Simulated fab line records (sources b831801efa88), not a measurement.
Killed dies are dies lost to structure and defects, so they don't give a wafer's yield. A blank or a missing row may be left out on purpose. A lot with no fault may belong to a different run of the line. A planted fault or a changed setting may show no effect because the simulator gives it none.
Chamber matching :: flow gf180mcu :: GF_PASSIVATION_ETCH_11 on rieDiel-01: 4 sister chambers
The step etches the open film in CF4/O2, stops on TiN, target depth 1800 nm, time 400 s. 16 wafers are shown with their chamber, then 8 later ones without.

## EACH WAFER AND ITS CHAMBER
wafer: L075.1
chamber: 1
drypumpMotorCurrentA (A): 6.1
throttleValvePct (%): 5.972
oesProductAu (a.u.): 0.964

wafer: L075.4
chamber: 3
drypumpMotorCurrentA (A): 5.7
throttleValvePct (%): 5.964
oesProductAu (a.u.): 0.966

wafer: L075.6
chamber: 0
drypumpMotorCurrentA (A): 6.3
throttleValvePct (%): 5.962
oesProductAu (a.u.): 0.973

wafer: L078.1
chamber: 0
drypumpMotorCurrentA (A): 6.3
throttleValvePct (%): 5.966
oesProductAu (a.u.): 0.971

wafer: L078.5
chamber: 2
drypumpMotorCurrentA (A): 6.0
throttleValvePct (%): 5.956
oesProductAu (a.u.): 0.972

wafer: L078.6
chamber: 3
drypumpMotorCurrentA (A): 5.8
throttleValvePct (%): 5.956
oesProductAu (a.u.): 0.968

wafer: L080.1
chamber: 0
drypumpMotorCurrentA (A): 6.3
throttleValvePct (%): 5.954
oesProductAu (a.u.): 0.948

wafer: L080.5
chamber: 1
drypumpMotorCurrentA (A): 6.1
throttleValvePct (%): 5.968
oesProductAu (a.u.): 0.962

wafer: L080.6
chamber: 0
drypumpMotorCurrentA (A): 6.3
throttleValvePct (%): 5.962
oesProductAu (a.u.): 0.969

wafer: L082.2
chamber: 1
drypumpMotorCurrentA (A): 6.1
throttleValvePct (%): 5.975
oesProductAu (a.u.): 0.963

wafer: L082.3
chamber: 2
drypumpMotorCurrentA (A): 5.9
throttleValvePct (%): 5.965
oesProductAu (a.u.): 0.963

wafer: L082.4
chamber: 3
drypumpMotorCurrentA (A): 5.7
throttleValvePct (%): 5.984
oesProductAu (a.u.): 0.976

wafer: L085.1
chamber: 0
drypumpMotorCurrentA (A): 6.3
throttleValvePct (%): 5.953
oesProductAu (a.u.): 0.959

wafer: L085.3
chamber: 2
drypumpMotorCurrentA (A): 5.9
throttleValvePct (%): 5.960
oesProductAu (a.u.): 0.968

wafer: L085.4
chamber: 3
drypumpMotorCurrentA (A): 5.7
throttleValvePct (%): 5.959
oesProductAu (a.u.): 0.972

wafer: L086.1
chamber: 2
drypumpMotorCurrentA (A): 5.9
throttleValvePct (%): 5.964
oesProductAu (a.u.): 0.971

SIGNATURES (averages over the wafers above)
reading: drypumpMotorCurrentA
chamber 0: 6.300
chamber 1: 6.100
chamber 2: 5.925
chamber 3: 5.725
scatter within a chamber: 0.0354

reading: throttleValvePct
chamber 0: 5.95940
chamber 1: 5.97167
chamber 2: 5.96125
chamber 3: 5.96575
scatter within a chamber: 0.00752

reading: oesProductAu
chamber 0: 0.96400
chamber 1: 0.96300
chamber 2: 0.96850
chamber 3: 0.97050
scatter within a chamber: 0.00675
Rule: distance of a wafer from a chamber = root of the sum over the readings of ((wafer's reading minus chamber's mean) / reading's scatter) squared. If the next closest chamber is less than 2 further off than the closest, the wafer can't be placed; otherwise it belongs to the closest. The scatter is the square root of a quotient: the sum, over the shown wafers, of each reading's squared deviation from its chamber's mean, divided by wafers minus chambers.

## WAFERS MISSING THEIR CHAMBER
wafer: L086.4
drypumpMotorCurrentA (A): 6.3
throttleValvePct (%): 5.952
oesProductAu (a.u.): 0.975

wafer: L086.6
drypumpMotorCurrentA (A): 5.8
throttleValvePct (%): 5.973
oesProductAu (a.u.): 0.980

wafer: L091.4
drypumpMotorCurrentA (A): 6.0
throttleValvePct (%): 5.951
oesProductAu (a.u.): 0.969

wafer: L091.5
drypumpMotorCurrentA (A): 6.3
throttleValvePct (%): 5.968
oesProductAu (a.u.): 0.976

wafer: L091.6
drypumpMotorCurrentA (A): 6.1
throttleValvePct (%): 5.972
oesProductAu (a.u.): 0.977

wafer: L095.1
drypumpMotorCurrentA (A): 6.1
throttleValvePct (%): 5.958
oesProductAu (a.u.): 0.968

wafer: L095.2
drypumpMotorCurrentA (A): 5.9
throttleValvePct (%): 5.960
oesProductAu (a.u.): 0.961

wafer: L095.3
drypumpMotorCurrentA (A): 6.3
throttleValvePct (%): 5.951
oesProductAu (a.u.): 0.966

## WHICH CHAMBER EACH WENT THROUGH
wafer: L086.4
from the rows above: 0
in truth: 0

wafer: L086.6
from the rows above: can't be placed: 3 or 2
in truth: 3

wafer: L091.4
from the rows above: can't be placed: 2 or 1
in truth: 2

wafer: L091.5
from the rows above: 0
in truth: 0

wafer: L091.6
from the rows above: 1
in truth: 1

wafer: L095.1
from the rows above: 1
in truth: 1

wafer: L095.2
from the rows above: 2
in truth: 2

wafer: L095.3
from the rows above: 0
in truth: 0
Correct placement for 6 of the 8. Unplaceable from these rows: 2, with the true chamber sitting among the candidates in 2. 0 placed wrongly.
